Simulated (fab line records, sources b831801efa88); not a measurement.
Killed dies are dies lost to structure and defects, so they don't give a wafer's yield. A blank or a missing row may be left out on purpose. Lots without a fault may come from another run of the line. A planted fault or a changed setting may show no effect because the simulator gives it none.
fab line records | flow sky130
record lots=6 wafers=18 last_day=50
route steps=708 shown SD_N@350 SD_P@359 RES_XHIGH@360 SALICIDE@361 LI_CONTACT@362 PAD_OPEN@708
lots that met no fault: from a run of the same line without faults
start_h: hours from the record's first day to the start of the lot's first wafer shown | wait_h: hours since the lot's step before | " the same as in the row above | L1.1+2: a row that stands for several wafers | - no value, or no start given | * or withheld: withheld | < > ~ a bound
route shown NAME@n: a module of which the file shows steps, and the number in the route of the first | usual: mean/standard deviation of fault-free wafers | same: alike in all rows | chamber/n: place in a boat | sites: the reading at each site | _std_site: their standard deviation | _edge_site: outer sites' mean less inner sites' | radius_mm: how far each site lies from the wafer's centre | mask NAME#n: copy n | behind: the tool/chamber that last shaped the wafer | hold: why the lot was held/for how many hours/how that ended | device: the transistor (n, p or np) that didn't switch | end of line: the same wafers' tests at the end of the route | a step without rows: its recipe alone | killed: dies lost to structure and defects at the first sort, not the wafer's yield | map: a wafer's dies, x killed, . not, _ none there
set.NAME: the setting as run; set.NAME@STEP: as run at that earlier step | model.NAME: the simulator's own value behind a step, which no gauge read
lots at some steps of the route; a table a step, a row a wafer
services: from which hour (start_h, from the record's first day; less than 0 if before it) a tool's chamber was out of use, for how many hours, and why
## steps
# step SKY_SD_N_OVL_MEAS_08
# usual SD_N_OVL=1.4/1.3
# columns lot.wafer tool chamber start_h wait_h SD_N_OVL[nm]
L249.2 overlay-02 - 693.00 0.1 0.7
L249.5 " - " " 2.2
L249.6 " - " " 2.8
L248.1 overlay-01 - 695.62 0.1 2.2
L248.2 " - " " 3.3
L248.6 " - " " 2.8
L252.1 overlay-01 - 721.02 0.1 4.0
L252.4 " - " " 3.7
L252.5 " - " " 2.8
L255.3 overlay-02 - 743.41 0.1 1.6
L255.4 " - " " 1.8
L255.6 " - " " 2.6
L262.3 overlay-02 - 820.21 0.1 0.7
L262.4 " - " " 1.2
L262.5 " - " " 0.9
L266.3 overlay-02 - 832.83 0.1 0.4
L266.4 " - " " 0.6
L266.6 " - " " 1.9
# step SKY_SD_N_IMPLANT_09
# recipe species=As energy_kev=50 dose_cm2=4e+15 tilt_deg=0
# step SKY_SD_N_IMPLANT_10
# recipe species=P energy_kev=20 dose_cm2=1e+14 tilt_deg=0
# step SKY_SD_N_STRIP_11
# recipe chemistry=O2/N2 power_w=1400 pressure_mtorr=1500 platen_temp_c=withheld o2_flow_sccm=3000 n2_flow_sccm=300 overash_fraction=0.5
# usual drypump_motor_current_A=5.3/0.33 n2_flow_sccm=300.0/0.89 oes_product_au=0.527/0.0048 strip_time_to_endpoint_s=22.56/0.04
# same overash_fraction=0.5
# columns lot.wafer tool chamber start_h wait_h drypump_motor_current_A n2_flow_sccm oes_product_au rf_hours_counter_h strip_time_to_endpoint_s
L249.2 plasma_asher-01 1 693.33 0.1 4.9 300.8 0.522 88 22.55
L249.5 " 1 " " 4.8 299.1 0.524 - 22.55
L249.6 " 0 " " 5.7 300.3 0.517 - 22.53
L248.1 plasma_asher-01 0 695.95 0.1 5.7 299.5 0.531 88 22.62
L248.2 " 1 " " 4.9 300.5 0.531 88 22.62
L248.6 " 0 " " 5.7 298.8 0.529 - 22.63
L252.1 plasma_asher-02 1 721.36 0.1 5.6 300.7 0.528 60 22.55
L252.4 " 1 " " 5.6 298.7 0.540 - 22.55
L252.5 " 0 " " 5.1 299.6 0.531 - 22.56
L255.3 plasma_asher-02 1 743.76 0.1 5.6 297.8 0.527 - 22.56
L255.4 " 0 " " 5.1 299.6 0.527 - 22.57
L255.6 " 0 " " 5.1 300.0 0.525 - 22.53
L262.3 plasma_asher-02 1 820.57 0.1 5.6 299.9 0.525 - 22.64
L262.4 " 0 " " 5.1 299.6 0.521 - 22.59
L262.5 " 1 " " 5.6 301.3 0.536 - 22.58
L266.3 plasma_asher-02 1 833.19 0.1 5.6 300.0 0.525 - 22.52
L266.4 " 0 " " 5.1 300.4 0.522 - 22.53
L266.6 " 0 " " 5.1 299.0 0.526 - 22.51
# step SKY_SD_N_TW_MEAS_12
# usual SD_N_TW=3977/30
# columns lot.wafer tool chamber start_h wait_h SD_N_TW
L249.2 film_metro-02 - 693.44 0.1 3953
L249.5 " - " " 3959
L249.6 " - " " 3965
L248.1 film_metro-04 - 696.05 0.1 4012
L248.2 " - " " 4013
L248.6 " - " " 4010
L252.1 film_metro-01 - 721.46 0.1 4031
L252.4 " - " " 4007
L252.5 " - " " 3978
L255.3 film_metro-02 - 743.85 0.1 3916
L255.4 " - " " 3912
L255.6 " - " " 3901
L262.3 film_metro-02 - 820.65 0.1 3975
L262.4 " - " " 3969
L262.5 " - " " 3954
L266.3 film_metro-01 - 833.28 0.1 3929
L266.4 " - " " 3947
L266.6 " - " " 3961
# step SKY_SD_N_CLEAN_13
# recipe chemistry=SC1/SC2 mix=1:4:20 temp_c=70 time_s=150 dry=n2_spin
# step SKY_SD_N_RTA_14
# recipe temp_c=1075 time_s=2 idle_temp_c=650 ramp_up_c_per_s=150 ramp_down_c_per_s=90 ambient=N2
# usual lamp_power_pct=15.73/0.057 ramp_down_c_per_s=89.997/0.017 wafer_temp_C_max=1078.0/1.3
# columns lot.wafer tool chamber start_h wait_h lamp_power_pct ramp_down_c_per_s wafer_temp_C_max
L249.2 rtp_anneal-01 0 693.55 0.0 15.82 90.007 1076.1
L249.5 " 0 " " 15.68 90.002 1078.8
L249.6 " 0 " " 15.77 89.992 1076.5
L248.1 rtp_anneal-02 0 696.16 0.0 15.78 89.989 1077.4
L248.2 " 0 " " 15.74 89.990 1075.7
L248.6 " 0 " " 15.71 90.000 1078.9
L252.1 rtp_anneal-01 0 721.57 0.0 15.77 89.986 1077.3
L252.4 " 0 " " 15.78 90.010 1077.4
L252.5 " 0 " " 15.68 90.013 1077.0
L255.3 rtp_anneal-01 0 743.96 0.0 15.79 89.991 1078.8
L255.4 " 0 " " 15.70 89.981 1078.0
L255.6 " 0 " " 15.76 89.982 1076.4
L262.3 rtp_anneal-02 0 820.76 0.0 15.69 89.985 1076.6
L262.4 " 0 " " 15.61 89.991 1076.3
L262.5 " 0 " " 15.62 89.993 1077.5
L266.3 rtp_anneal-01 0 833.39 0.0 15.65 90.017 1076.5
L266.4 " 0 " " 15.66 89.999 1080.0
L266.6 " 0 " " 15.82 90.008 1077.1
# step SKY_SD_N_RS_MEAS_16
# recipe thk_meas_gauge=four-point-probe
# usual SD_N_RS=68.54/0.13
# columns lot.wafer tool chamber start_h wait_h SD_N_RS[ohm/sq]
L249.2 film_metro-04 - 693.73 0.1 68.55
L249.5 " - " " 68.76
L249.6 " - " " 68.69
L248.1 film_metro-04 - 696.35 0.1 68.58
L248.2 " - " " 68.35
L248.6 " - " " 68.56
L252.1 film_metro-02 - 721.74 0.1 68.52
L252.4 " - " " 68.58
L252.5 " - " " 68.62
L255.3 film_metro-01 - 744.16 0.1 68.74
L255.4 " - " " 68.77
L255.6 " - " " 68.86
L262.3 film_metro-04 - 820.96 0.1 68.49
L262.4 " - " " 68.64
L262.5 " - " " 68.70
L266.3 film_metro-04 - 833.59 0.1 68.45
L266.4 " - " " 68.72
L266.6 " - " " 68.45
# step SKY_SD_N_RS_MEAS_17
# recipe thk_meas_gauge=four-point-probe
# usual SD_P_RS=147.0/0.4
# columns lot.wafer tool chamber start_h wait_h SD_P_RS[ohm/sq]
L249.2 film_metro-04 - 693.85 0.1 147.3
L249.5 " - " " 147.9
L249.6 " - " " 147.6
L248.1 film_metro-04 - 696.47 0.1 146.6
L248.2 " - " " 146.9
L248.6 " - " " 146.6
L252.1 film_metro-02 - 721.86 0.1 147.2
L252.4 " - " " 147.2
L252.5 " - " " 147.6
L255.3 film_metro-01 - 744.28 0.1 147.8
L255.4 " - " " 147.1
L255.6 " - " " 147.7
L262.3 film_metro-04 - 821.08 0.1 147.2
L262.4 " - " " 146.8
L262.5 " - " " 147.5
L266.3 film_metro-04 - 833.71 0.1 146.7
L266.4 " - " " 146.9
L266.6 " - " " 146.8
# step SKY_SD_N_RS_MEAS_18
# recipe thk_meas_gauge=four-point-probe
# usual RES_XHIGH_RS=332.8/1.1
# columns lot.wafer tool chamber start_h wait_h RES_XHIGH_RS[ohm/sq]
L249.2 film_metro-04 - 693.97 0.1 332.7
L249.5 " - " " 332.4
L249.6 " - " " 332.2
L248.1 film_metro-04 - 696.59 0.1 333.7
L248.2 " - " " 334.1
L248.6 " - " " 333.4
L252.1 film_metro-02 - 721.98 0.1 332.4
L252.4 " - " " 332.0
L252.5 " - " " 332.4
L255.3 film_metro-01 - 744.40 0.1 336.1
L255.4 " - " " 333.9
L255.6 " - " " 335.0
L262.3 film_metro-04 - 821.20 0.1 332.2
L262.4 " - " " 333.7
L262.5 " - " " 331.7
L266.3 film_metro-04 - 833.83 0.1 333.5
L266.4 " - " " 333.2
L266.6 " - " " 333.8
# step SKY_SALICIDE_CLEAN_00
# recipe chemistry=HF-last time_s=30 dilution=100:1 dry=ipa_marangoni
# step SKY_LI_CONTACT_HDPCVD_00
# recipe material=PSG target_thk_nm=930 sigma_open_frac=0.3 time_s=155 temp_c=600 sih4_flow_sccm=60 pressure_mtorr=6
# usual run_length_s=183.1/0.68
# columns lot.wafer tool chamber start_h wait_h run_length_s model.PSG_of_LI_CONTACT_HDPCVD_00.thk_nm
L249.2 hdpcvd-02 2 694.09 0.0 183.3 932.4
L249.5 " 1 " " 183.7 917.4
L249.6 " 2 " " 184.1 934.5
L248.1 hdpcvd-01 2 696.73 0.0 183.3 919.4
L248.2 " 0 " " 183.3 922.4
L248.6 " 2 " " 183.1 927.8
L252.1 hdpcvd-02 2 722.12 0.0 183.8 952.3
L252.4 " 0 " " 255.8 1369
L252.5 " 1 " " 182.8 924.6
L255.3 hdpcvd-02 0 744.50 0.0 255.9 1362
L255.4 " 0 " " 256.3 1373
L255.6 " 2 " " 183.4 941.7
L262.3 hdpcvd-01 1 821.30 0.0 181.9 939.1
L262.4 " 1 " " 181.8 939.5
L262.5 " 0 " " 182.9 935.6
L266.3 hdpcvd-01 1 833.93 0.0 181.8 940.8
L266.4 " 1 " " 182.0 925.3
L266.6 " 2 " " 183.2 935.9
# step SKY_LI_CONTACT_THK_MEAS_01
# recipe reads=PSG_of_LI_CONTACT_HDPCVD_00
# usual LI_CONTACT_HDPCVD_THK=933/8.6
# columns lot.wafer tool chamber start_h wait_h LI_CONTACT_HDPCVD_THK[nm]
L249.2 film_metro-02 - 694.20 0.1 932
L249.5 " - " " 917
L249.6 " - " " 935
L248.1 film_metro-04 - 696.88 0.1 920
L248.2 " - " " 923
L248.6 " - " " 927
L252.1 film_metro-04 - 722.22 0.1 952
L252.4 " - " " 1370
L252.5 " - " " 925
L255.3 film_metro-02 - 744.62 0.1 1361
L255.4 " - " " 1374
L255.6 " - " " 941
L262.3 film_metro-01 - 821.42 0.1 939
L262.4 " - " " 940
L262.5 " - " " 935
L266.3 film_metro-02 - 834.05 0.1 940
L266.4 " - " " 925
L266.6 " - " " 936
# step SKY_LI_CONTACT_CMP_02
# recipe material=PSG down_force_psi=4 platen_rpm=60 pad_velocity_m_s=0.94248
# usual motor_current_A=12.4/2.1 time_to_endpoint_s=33.2/2.7
# columns lot.wafer tool chamber start_h wait_h motor_current_A time_to_endpoint_s
L249.2 cmp-01 0 694.40 0.2 11.3 30.8
L249.5 " 1 " " 13.8 33.9
L249.6 " 2 " " 15.7 31.6
L248.2 cmp-02 3 697.13 0.2 10.5 35.0
L248.1 " 0 " " 11.3 32.5
L248.6 " 1 " " 14.2 33.3
L252.4 cmp-02 2 722.33 0.1 11.6 72.6
L252.1 " 3 " " 11.9 34.4
L252.5 " 1 " " 13.2 33.8
L255.3 cmp-01 0 746.28 1.7 12.6 73.4
L255.4 " 3 " " 9.6 74.1
L255.6 " 0 " " 11.7 32.8
L262.3 cmp-02 2 821.46 0.0 11.7 36.4
L262.4 " 0 " " 11.0 38.2
L262.5 " 2 " " 11.4 35.8
L266.3 cmp-02 1 834.09 0.0 13.0 34.2
L266.4 " 3 " " 10.5 36.8
L266.6 " 1 " " 13.9 36.5
# step SKY_LI_CONTACT_BOW_MEAS_03
# recipe mode=bow
# usual LI_CONTACT_BOW=59/7.7
# columns lot.wafer tool chamber start_h wait_h LI_CONTACT_BOW[um]
L249.2 film_metro-04 - 694.57 0.1 56
L249.5 " - " " 60
L249.6 " - " " 56
L248.1 film_metro-04 - 697.33 0.1 84
L248.2 " - " " 73
L248.6 " - " " 67
L252.1 film_metro-01 - 722.58 0.1 62
L252.4 " - " " 66
L252.5 " - " " 71
L255.3 film_metro-04 - 746.62 0.3 62
L255.4 " - " " 62
L255.6 " - " " 65
L262.3 film_metro-02 - 821.80 0.3 64
L262.4 " - " " 55
L262.5 " - " " 63
L266.3 film_metro-04 - 834.43 0.3 53
L266.4 " - " " 73
L266.6 " - " " 59
# step SKY_PAD_OPEN_PROBE_99
# usual killed_at_M0_to_M3=44/7.4 killed_at_M4_up=3.1/1.8 killed_at_contacts=25/6 killed_at_front_end=15/4.4 killed_at_other=0.3/0.49 killed_dies=88/10 killed_open=48/7.4 killed_short=39/6.3
# same gross_dies=492 killed_at_back_side=0
# columns lot.wafer tool chamber start_h wait_h killed_at_M0_to_M3 killed_at_M4_up killed_at_contacts killed_at_front_end killed_at_other killed_dies killed_open killed_short
L248.1 prober-01 - 1118.00 0.1 42 2 19 19 0 82 39 43
L248.2 prober-01 - 1118.05 0.1 48 4 24 9 1 86 42 44
L248.6 prober-01 - 1118.25 0.2 37 2 30 17 0 86 51 35
L266.3 prober-01 - 1209.30 0.2 46 4 20 14 1 85 47 36
L266.4 prober-01 - 1209.35 0.2 55 5 21 26 0 107 51 55
L266.6 prober-01 - 1209.45 0.2 35 1 25 16 1 78 44 33
# killed by level:class
L248.1 CONTACT:geometric_particle:open=8 FIELD_ISO:geometric_particle:short=6 VIA1:geometric_particle:short=6 VIA1:geometric_particle:open=6 VIA3:geometric_particle:open=6 VIA2:geometric_particle:open=5 SPACER:geometric_particle:short=4 CONTACT:geometric_particle:short=4
L248.2 METAL1:geometric_particle:short=11 LI_CONTACT:geometric_particle:open=9 VIA2:geometric_particle:open=7 CONTACT:geometric_particle:short=6 VIA1:geometric_particle:open=6 VIA3:geometric_particle:open=6 CONTACT:geometric_particle:open=5 FIELD_ISO:geometric_particle:short=4
L248.6 LI_CONTACT:geometric_particle:open=13 VIA1:geometric_particle:open=10 CONTACT:geometric_particle:open=7 VIA3:geometric_particle:open=7 CONTACT:geometric_particle:short=6 METAL3:geometric_particle:short=5 FIELD_ISO:geometric_particle:short=4 METAL1:geometric_particle:short=4
L266.3 VIA1:geometric_particle:open=10 VIA2:geometric_particle:open=9 LI_CONTACT:geometric_particle:open=8 CONTACT:geometric_particle:open=7 METAL1:geometric_particle:short=6 VIA1:geometric_particle:short=5 METAL2:geometric_particle:short=5 FIELD_ISO:geometric_particle:short=4
L266.4 METAL1:geometric_particle:short=11 VIA1:geometric_particle:open=11 POLY_GATE:geometric_particle:short=9 VIA2:geometric_particle:open=8 VIA3:geometric_particle:open=7 FIELD_ISO:geometric_particle:open=6 METAL2:geometric_particle:short=6 LI_CONTACT:geometric_particle:open=5
L266.6 CONTACT:geometric_particle:open=8 VIA2:geometric_particle:open=8 LI_CONTACT:geometric_particle:open=6 CONTACT:geometric_particle:short=6 VIA1:geometric_particle:open=6 VIA3:geometric_particle:open=5 FIELD_ISO:geometric_particle:short=4 POLY_GATE:geometric_particle:open=4
## services
# columns tool chamber start_h hours kind
cmp-02 - 672.40 4.4 pm
hdpcvd-01 1 675.66 27.7 repair
cmp-02 - 680.82 4.7 repair
cmp-02 - 707.66 8.3 pm
hdpcvd-01 0 708.62 8.7 repair
plasma_asher-02 - 712.92 1.5 repair
hdpcvd-02 - 713.90 0.3 repair
cmp-01 - 741.06 4.6 pm
cmp-02 - 744.04 4.0 pm
cmp-01 - 747.75 0.6 repair
cmp-02 - 748.04 - consumable_replace:conditioner
cmp-02 - 748.04 - consumable_replace:pad
cmp-02 - 751.67 0.9 repair
hdpcvd-01 - 759.46 2.8 pm
rtp_anneal-01 - 760.70 60.4 pm
hdpcvd-02 - 774.31 0.3 repair
cmp-01 - 777.48 1.3 repair
cmp-01 - 780.97 1.6 repair
hdpcvd-01 1 783.23 13.2 repair
cmp-02 - 814.63 1.1 repair
## key
first_sign step=SKY_LI_CONTACT_HDPCVD_00 reading=run_length_s direction=up sigmas=99+ usual=* struck=*
effect step=SKY_LI_CONTACT_THK_MEAS_01 reading=LI_CONTACT_HDPCVD_THK direction=up sigmas=51 usual=933 struck=1368
effect step=SKY_LI_CONTACT_CMP_02 reading=time_to_endpoint_s direction=up sigmas=15 usual=* struck=*
model_effect step=SKY_LI_CONTACT_HDPCVD_00 value=PSG_of_LI_CONTACT_HDPCVD_00.thk_nm without=935.9 struck=1368
met_at SKY_LI_CONTACT_HDPCVD_00
struck_wafers L252.4,L255.3,L255.4
tester_left_out L252,L255
fault kind=process_parameter_drift tool=hdpcvd-02 chamber=0 onset_h=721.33 steps=SKY_LI_CONTACT_HDPCVD_00 channel=time_s offset=* shape=step end_h=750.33 acts_in=* stated=*
# tester_left_out: of these lots the tester's yield and bins aren't shown, on N5 and GAA mostly nor the transistor test; their killed dies are dies lost to structure and defects alone, not to doping, threshold or leakage, so they don't give the yield
